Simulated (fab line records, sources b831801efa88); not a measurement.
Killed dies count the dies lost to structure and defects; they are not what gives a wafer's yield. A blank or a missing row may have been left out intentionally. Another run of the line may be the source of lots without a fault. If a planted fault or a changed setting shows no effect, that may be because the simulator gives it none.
Lot-split experiment | flow sfq line | 23 wafers read from 5 lots, route of 325 steps

== ABOUT THE SPLIT ==
At SFQ_TRILAYER_C5_LITHO_COAT_151 (resist thk 650 nm), the setting spin rpm was moved away from the recipe's 3000 rpm on 9 of the 23 wafers read, by -2.2% to +4.7%. All remaining wafers had this setting at the recipe value.

The split's own step is where the reading is taken.

== THE READING ==
KrF_of_TRILAYER_C5_LITHO_COAT_151.thk nm (the simulator's own value, which no gauge read), in nm, at SFQ_TRILAYER_C5_LITHO_COAT_151 (resist thk 650 nm). The file gives no usual value for it. The 14 wafers here that ran the recipe average 650.6 nm, standard deviation 2 nm.

wafer  | tool, chamber at the split | spin rpm as run, rpm | against the recipe | KrF_of_TRILAYER_C5_LITHO_COAT_151.thk nm, nm | against lot-mates on the recipe
L075.1 | litho track-01, 0          | 3000                 | recipe             | 651                                          | -
L075.3 | litho track-01, 0          | 3000                 | recipe             | 653.3                                        | -
L075.4 | litho track-01, 0          | 3000                 | recipe             | 652.1                                        | -
L075.5 | litho track-01, 0          | 3000                 | recipe             | 650.8                                        | -
L075.6 | litho track-01, 0          | 3000                 | recipe             | 653.1                                        | -
L079.1 | litho track-01, 0          | 3000                 | recipe             | 651                                          | -
L079.4 | litho track-01, 0          | 3000                 | recipe             | 651.2                                        | -
L079.6 | litho track-01, 0          | 3000                 | recipe             | 651.9                                        | -
L080.1 | litho track-01, 0          | 3070                 | +2.3%              | 644.6                                        | -6.5
L080.3 | litho track-01, 0          | 3070                 | +2.3%              | 645.3                                        | -5.8
L080.4 | litho track-01, 0          | 3000                 | recipe             | 650.5                                        | -
L080.5 | litho track-01, 0          | 3000                 | recipe             | 651.7                                        | -
L080.6 | litho track-01, 0          | 3070                 | +2.3%              | 645.1                                        | -6.0
L081.1 | litho track-04, 0          | 2934                 | -2.2%              | 656                                          | +9.5
L081.2 | litho track-04, 0          | 2934                 | -2.2%              | 653.7                                        | +7.2
L081.3 | litho track-04, 0          | 3000                 | recipe             | 646.2                                        | -
L081.4 | litho track-04, 0          | 2934                 | -2.2%              | 655.7                                        | +9.2
L081.6 | litho track-04, 0          | 3000                 | recipe             | 646.9                                        | -
L085.2 | litho track-03, 0          | 3000                 | recipe             | 649.4                                        | -
L085.3 | litho track-03, 0          | 3141                 | +4.7%              | 632.4                                        | -17.2
L085.4 | litho track-03, 0          | 3141                 | +4.7%              | 635.2                                        | -14.4
L085.5 | litho track-03, 0          | 3000                 | recipe             | 649.9                                        | -
L085.6 | litho track-03, 0          | 3141                 | +4.7%              | 634.9                                        | -14.8

THE FIT
A straight line over all 23 wafers: KrF_of_TRILAYER_C5_LITHO_COAT_151.thk nm changes by -3.05 nm for each +1% of spin rpm; r = -0.95; the points scatter about the line by 2.1 nm.
The same after taking each lot's own level away (the mean of its wafers on the recipe; 23 wafers): -3.33 nm for each +1%; r = -0.99; scatter 1.1 nm.
That fit puts the effect of the largest move of spin rpm on the reading at 16 nm.
The span of the lots' own levels, 646.55 to 652.06 nm, comes to 2.8 times the standard deviation stated above.
Hence the lot-to-lot level has little effect on the slope; both slopes agree.
Check: for one of the wafers moved furthest among these (+4.7%), held out of the fit, the line's prediction against its lot-mates is -14.6 nm. Against them it came out at -17.2 nm.

== THE OTHER SPLITS THESE WAFERS WENT THROUGH ==
Note: prior to the reading, these wafers also went through further splits. Each is held against what the fit with the lots' levels taken away leaves over:
other split on the same wafers             | wafers away from the commonest value | r with KrF_of_TRILAYER_C5_LITHO_COAT_151.thk nm (lot level and that fit taken away)
SFQ_TRILAYER_R5_LITHO_COAT_141 spin rpm    | 4                                    | -0.35
SFQ_TRILAYER_R5_ETCH_METAL_ETCH_139 time s | 9                                    | -0.23
SFQ_TRILAYER_I5_LITHO_COAT_144 spin rpm    | 10                                   | -0.16

== FILE'S OWN FIT ==
KrF_of_TRILAYER_C5_LITHO_COAT_151.thk nm changes by -3.28 nm for each +1% of spin rpm, r = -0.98.
